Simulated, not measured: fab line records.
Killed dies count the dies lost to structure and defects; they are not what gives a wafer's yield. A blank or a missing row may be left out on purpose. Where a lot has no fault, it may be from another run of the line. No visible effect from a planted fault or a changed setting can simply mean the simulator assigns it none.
Which of the tools did it? + flow sky130 + Sampling: 13 lots, 39 wafers, 3 of 708 route steps

WHAT THE GAUGES SHOWED, per wafer
SKY_VT_ADJUST_NCORE_CD_MEAS_07 targets a cd of 380 nm.
| lot  | measured     | on        | cd_nm (nm)        |
|------|--------------|-----------|-------------------|
| L873 | day 9 02:07  | cd_sem-01 | 381.9 380.0 381.7 |
| L874 | day 9 08:26  | cd_sem-01 | 378.6 379.8 378.8 |
| L876 | day 10 02:25 | cd_sem-01 | 377.8 379.1 376.1 |
| L886 | day 13 01:29 | cd_sem-01 | 377.9 376.8 379.1 |
| L887 | day 13 10:39 | cd_sem-02 | 380.2 380.2 377.9 |
| L888 | day 13 15:49 | cd_sem-02 | 375.1 378.8 377.3 |
| L889 | day 13 22:38 | cd_sem-01 | 378.6 378.2 381.7 |
| L890 | day 14 08:07 | cd_sem-01 | 381.1 377.1 380.8 |
| L891 | day 14 15:19 | cd_sem-01 | 384.1 385.4 382.8 |
| L893 | day 15 03:08 | cd_sem-01 | 379.8 379.7 379.1 |
| L894 | day 15 08:06 | cd_sem-01 | 379.3 377.7 378.2 |

EACH LOT AND THE TOOL THAT RAN IT (in order: tool; ch and the chambers of the sampled wafers; start)
| lot  | SKY_FIELD_ISO_CVD_24            | SKY_PWDE_STRIP_09                   |
|------|---------------------------------|-------------------------------------|
| L873 | hdpcvd-01 ch 0,2, day 2 16:57   | plasma_asher-01 ch 1, day 4 05:59   |
| L874 | hdpcvd-02 ch 0,2, day 2 22:13   | plasma_asher-01 ch 0,1, day 4 11:35 |
| L876 | hdpcvd-02 ch 0,1, day 3 09:29   | plasma_asher-01 ch 0,1, day 5 00:32 |
| L884 | hdpcvd-01 ch 0,1, day 5 02:31   | -                                   |
| L885 | hdpcvd-02 ch 1,2, day 5 08:28   | -                                   |
| L886 | hdpcvd-02 ch 0,1,2, day 5 14:08 | plasma_asher-01 ch 0,1, day 7 09:29 |
| L887 | hdpcvd-02 ch 1,2, day 5 18:20   | plasma_asher-04 ch 0,1, day 7 17:26 |
| L888 | hdpcvd-02 ch 1,2, day 6 00:58   | plasma_asher-01 ch 0,1, day 7 20:53 |
| L889 | hdpcvd-01 ch 0,1, day 6 05:35   | plasma_asher-04 ch 1, day 8 03:23   |
| L890 | hdpcvd-02 ch 1,2, day 6 10:44   | plasma_asher-03 ch 0,1, day 8 10:31 |
| L891 | hdpcvd-02 ch 0,1,2, day 6 16:19 | plasma_asher-01 ch 0,1, day 8 15:28 |
| L893 | hdpcvd-02 ch 0,1,2, day 7 02:52 | plasma_asher-04 ch 0, day 9 02:46   |
| L894 | hdpcvd-01 ch 0,1, day 7 06:56   | plasma_asher-04 ch 0,1, day 9 06:14 |
- SKY_FIELD_ISO_CVD_24: deposits SiO2, target thk 595 nm, time 99.2 s.
- SKY_PWDE_STRIP_09: strips in O2/N2.

AS READ BY THE TOOLS THEMSELVES (means over the sampled wafers that have a number; for cases with no such wafer, the mark the record gives instead)
SKY_FIELD_ISO_CVD_24.
| lot  | tool      | pressure_mtorr (mTorr) | run_length_s (s) |
|------|-----------|------------------------|------------------|
| L873 | hdpcvd-01 | 5.999                  | 127.5            |
| L874 | hdpcvd-02 | 5.992                  | 126.8            |
| L876 | hdpcvd-02 | 6.011                  | 127.6            |
| L884 | hdpcvd-01 | -                      | -                |
| L885 | hdpcvd-02 | -                      | -                |
| L886 | hdpcvd-02 | 6.002                  | 127.1            |
| L887 | hdpcvd-02 | 5.984                  | 127.7            |
| L888 | hdpcvd-02 | 6.015                  | 127.0            |
| L889 | hdpcvd-01 | 5.994                  | 127.4            |
| L890 | hdpcvd-02 | 5.998                  | 127.6            |
| L891 | hdpcvd-02 | 6.013                  | 127.3            |
| L893 | hdpcvd-02 | 5.999                  | 127.3            |
| L894 | hdpcvd-01 | 6.002                  | 127.4            |

SKY_PWDE_STRIP_09.
| lot  | tool            | drypump_motor_current_A (A) | n2_flow_sccm (sccm) | oes_product_au (a.u.) | strip_time_to_endpoint_s (s) |
|------|-----------------|-----------------------------|---------------------|-----------------------|------------------------------|
| L873 | plasma_asher-01 | 5.9                         | 300.7               | 0.719                 | 36.99                        |
| L874 | plasma_asher-01 | 5.4                         | 299.8               | 0.724                 | 36.98                        |
| L876 | plasma_asher-01 | 5.3                         | 300.4               | 0.726                 | 37.00                        |
| L886 | plasma_asher-01 | 5.6                         | 299.9               | 0.718                 | 36.99                        |
| L887 | plasma_asher-04 | 6.1                         | 300.0               | 0.720                 | 36.98                        |
| L888 | plasma_asher-01 | 5.3                         | 300.1               | 0.722                 | 36.97                        |
| L889 | plasma_asher-04 | 6.1                         | 300.8               | 0.721                 | 36.92                        |
| L890 | plasma_asher-03 | 5.6                         | 300.9               | 0.722                 | 36.84                        |
| L891 | plasma_asher-01 | 5.6                         | 299.9               | 0.721                 | 36.96                        |
| L893 | plasma_asher-04 | 6.2                         | 300.4               | 0.723                 | 36.96                        |
| L894 | plasma_asher-04 | 6.1                         | 299.7               | 0.722                 | 37.07                        |

THE ANSWER, worked out from the rows above alone
Rule: what is usual is taken from the lots themselves. Put in order of their means at a reading, lots are off if they are a third of the lots or fewer, leave a main group of 4 or more, and stand apart from it by a gap of 3 or more times the standard deviation of the main group's means; of several such gaps the widest counts. If all means in a main group match to the digits the tables above print for the reading, that group is not used. A lot without any number at a reading at which 4 lots or more have one is off too. The other lots that the step has rows for count as sound. Order of review: gauges by route order, followed by the tools' own readings, for which a lot's mean as printed above is used. The first step at which some lot is off is used, and at that step the reading that is off furthest; a lot without a number counts as furthest.
Off at SKY_FIELD_ISO_CVD_24 (pressure_mtorr): L884, L885. Without a number there: L884, L885. Main group: mean 6.001 mTorr, sd 0.0089.
If a tool, at that step or one of the process steps before it, ran each lot that is off and ran no sound lot following the first of them, it fits. Not one of the candidates tried fits.

WHAT WAS PUT IN BY THE SIMULATOR
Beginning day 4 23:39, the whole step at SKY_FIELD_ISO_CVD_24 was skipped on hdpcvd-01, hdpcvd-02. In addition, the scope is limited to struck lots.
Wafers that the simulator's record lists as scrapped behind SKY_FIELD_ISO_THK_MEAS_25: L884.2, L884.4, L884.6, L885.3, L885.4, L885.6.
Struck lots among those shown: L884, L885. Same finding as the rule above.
